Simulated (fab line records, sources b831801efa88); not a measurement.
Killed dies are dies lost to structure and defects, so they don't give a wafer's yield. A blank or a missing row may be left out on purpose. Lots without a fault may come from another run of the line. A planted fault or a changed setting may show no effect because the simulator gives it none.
Which tool did it? | flow sky130 | 12 lots, 36 wafers sampled, at 2 steps of a route of 708

WHAT THE GAUGES READ, wafer by wafer
SKY_VIA1_THK_MEAS_23: measures by xrf.
lot  | measured     | on            | VIA1_W_THK (nm)
L709 | day 34 12:42 | film_metro-04 | 273 272 270
L708 | day 34 14:19 | film_metro-04 | 265 270 270
L710 | day 34 22:50 | film_metro-01 | 265 266 267
L711 | day 35 09:48 | film_metro-04 | 265 264 268
L713 | day 35 22:08 | film_metro-04 | 266 265 267
L714 | day 36 22:51 | film_metro-02 | 261 267 263
L717 | day 37 23:41 | film_metro-02 | 263 265 266
L719 | day 38 09:53 | film_metro-01 | 265 267 267
L720 | day 38 23:17 | film_metro-01 | 263 267 265
L723 | day 39 20:42 | film_metro-01 | 265 264 263
L725 | day 40 08:50 | film_metro-02 | 256 262 262
L728 | day 40 15:00 | film_metro-04 | 263 260 263

SKY_METAL2_OVL_MEAS_16.
lot  | measured     | on         | METAL2_OVL (nm)
L709 | day 35 15:19 | overlay-01 | -1 -4 -5
L708 | day 35 16:49 | overlay-02 | -3 -1 -3
L710 | day 36 01:22 | overlay-02 | -1 -11 -5
L711 | day 36 12:08 | overlay-02 | -6 -6 -8
L713 | day 37 00:44 | overlay-02 | -12 -13 -9
L714 | day 38 01:23 | overlay-02 | 6 -2 2
L717 | day 39 01:41 | overlay-02 | -10 -6 -9
L719 | day 39 11:31 | overlay-01 | -1 -2 -1
L720 | day 40 00:37 | overlay-01 | -11 -10 -12
L723 | day 40 20:49 | overlay-01 | -10 -9 -10
L725 | day 41 09:11 | overlay-01 | -16 -14 -14
L728 | day 41 15:44 | overlay-01 | -14 -12 -16

WHICH TOOL RAN EACH LOT (tool, then ch and the chambers of the sampled wafers, then the start)
The record holds no process step before these readings.

WHAT THE TOOLS THEMSELVES READ (means of the sampled wafers that have a number; where no wafer has one, the mark that the record gives instead)
The record holds no such reading with a usual standard deviation.

THE ANSWER, worked out from the rows above alone
Rule: what is usual is taken from the lots themselves. Put in order of their means at a reading, lots are off if they are a third of the lots or fewer, leave a main group of 4 or more, and stand apart from it by a gap of 3 or more times the standard deviation of the main group's means; of several such gaps the widest counts. A main group whose means are all the same, to the digits that the tables above print for the reading, isn't used. A lot without any number at a reading at which 4 lots or more have one is off too. The other lots that the step has rows for count as sound. The gauges are gone through in route order, then the tools' own readings, and for those a lot's mean is taken as printed above. The first step at which some lot is off is used, and at that step the reading that is off furthest; a lot without a number counts as furthest.
No lot is off at any reading shown: from this, nothing can be told.

WHAT THE SIMULATOR HAD PUT IN
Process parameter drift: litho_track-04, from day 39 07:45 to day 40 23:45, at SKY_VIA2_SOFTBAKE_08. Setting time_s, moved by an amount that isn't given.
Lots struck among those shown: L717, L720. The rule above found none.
